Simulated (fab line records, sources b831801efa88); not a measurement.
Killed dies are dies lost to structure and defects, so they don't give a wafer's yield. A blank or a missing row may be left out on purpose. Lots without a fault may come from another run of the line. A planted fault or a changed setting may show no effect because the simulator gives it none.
Split-lot experiment | flow sfq_line | 5 lots, 12 wafers read, on a route of 325 steps

THE SPLIT
At SFQ_TRILAYER_M0_LITHO_COAT_021 (resist thk 600 nm), the setting spin_rpm was moved away from the recipe's 3000 rpm on 3 of the 12 wafers read, by +4.3% to +7.2%. The other wafers ran this setting at the recipe's value.

FROM THE SPLIT TO THE READING: what the file shows between them, 3 steps
- SFQ_TRILAYER_M0_LITHO_PEB_024: peb time 60 s (also split here: peb_temp_c)
- SFQ_TRILAYER_M0_LITHO_DEVELOP_023: time 60 s
- SFQ_TRILAYER_M0_BARC_OPEN_METAL_ETCH_031: etches BARC in O2, target depth 125 nm, time 41.7 s

THE READING
KrF_of_TRILAYER_M0_LITHO_COAT_021.thk_nm (the simulator's own value, which no gauge read), in nm, at SFQ_TRILAYER_M0_ETCH_METAL_ETCH_024 (etches Nb in Cl2/Ar, stops on SiO2, target depth 240 nm, time 120 s). The file gives no usual value for it. The 9 wafers here that ran the recipe average 380.7 nm, standard deviation 3.5 nm.

wafer  | tool, chamber at the split | spin_rpm as run, rpm | against the recipe | KrF_of_TRILAYER_M0_LITHO_COAT_021.thk_nm, nm | against lot-mates on the recipe
L074.3 | litho_track-02, 0          | 3000                 | recipe             | 377                                          | -
L074.4 | litho_track-02, 0          | 3000                 | recipe             | 380.6                                        | -
L074.5 | litho_track-02, 0          | 3000                 | recipe             | 380                                          | -
L078.1 | litho_track-04, 0          | 3000                 | recipe             | 385.3                                        | -
L078.2 | litho_track-04, 0          | 3000                 | recipe             | 384.8                                        | -
L078.5 | litho_track-04, 0          | 3000                 | recipe             | 384.4                                        | -
L079.3 | litho_track-04, 0          | 3000                 | recipe             | 382.2                                        | -
L079.6 | litho_track-04, 0          | 3129                 | +4.3%              | 369.4                                        | -12.8
L083.4 | litho_track-04, 0          | 3216                 | +7.2%              | 356.4                                        | -19.3
L083.5 | litho_track-04, 0          | 3000                 | recipe             | 375.7                                        | -
L084.2 | litho_track-02, 0          | 3201                 | +6.7%              | 363.3                                        | -13.3
L084.3 | litho_track-02, 0          | 3000                 | recipe             | 376.6                                        | -

THE FIT
A straight line over all 12 wafers: KrF_of_TRILAYER_M0_LITHO_COAT_021.thk_nm changes by -2.97 nm for each +1% of spin_rpm; r = -0.93; the points scatter about the line by 3.6 nm.
The same after taking each lot's own level away (the mean of its wafers on the recipe; 12 wafers): -2.45 nm for each +1%; r = -0.98; scatter 1.6 nm.
On that fit, the largest move of spin_rpm shifts the reading by 18 nm.
The lots' own levels span 375.70 to 384.83 nm, that is 2.6 times the standard deviation above.
So the lot-to-lot level changes the slope: the two fits differ.
Check: with one of the wafers moved furthest among these (+7.2%) left out of the fit, the line predicts -16.3 nm for it against its lot-mates. It came out at -19.3 nm against them.

OTHER SPLITS ON THESE WAFERS
These wafers also went through other splits before the reading. Each is held against what the fit with the lots' levels taken away leaves over:
other split on the same wafers                  | wafers away from the commonest value | r with KrF_of_TRILAYER_M0_LITHO_COAT_021.thk_nm (lot level and that fit taken away)
SFQ_TRILAYER_INCOMING_OXIDATION_002 temp_c      | 9                                    | +0.10
SFQ_TRILAYER_L0_LITHO_PEB_008 peb_time_s        | 3                                    | +0.02
SFQ_TRILAYER_L0_BARC_OPEN_METAL_ETCH_010 bias_w | 5                                    | -0.31
SFQ_TRILAYER_L0_VIA_LITHO_PEB_016 peb_temp_c    | 3                                    | -0.44
SFQ_TRILAYER_M0_DEP_SPUTTER_019 time_s          | 0                                    | -
SFQ_TRILAYER_M0_LITHO_PEB_024 peb_temp_c        | 3                                    | +0.02

THE WHOLE CHAIN: every reading that the file lists as answering this split, in the file's order
step                                | what it does                                                        | reading                                                                                   | change (the file's fit)              | r (the file's)
SFQ_TRILAYER_M0_LITHO_COAT_021      | resist thk 600 nm                                                   | KrF_of_TRILAYER_M0_LITHO_COAT_021.thk_nm (the simulator's own value, which no gauge read) | -2.73 nm for each +1% of the setting | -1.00
SFQ_TRILAYER_M0_ETCH_METAL_ETCH_024 | etches Nb in Cl2/Ar, stops on SiO2, target depth 240 nm, time 120 s | KrF_of_TRILAYER_M0_LITHO_COAT_021.thk_nm (the simulator's own value, which no gauge read) | -2.46 nm for each +1% of the setting | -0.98

THE FILE'S OWN FIT
KrF_of_TRILAYER_M0_LITHO_COAT_021.thk_nm changes by -2.46 nm for each +1% of spin_rpm, r = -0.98.
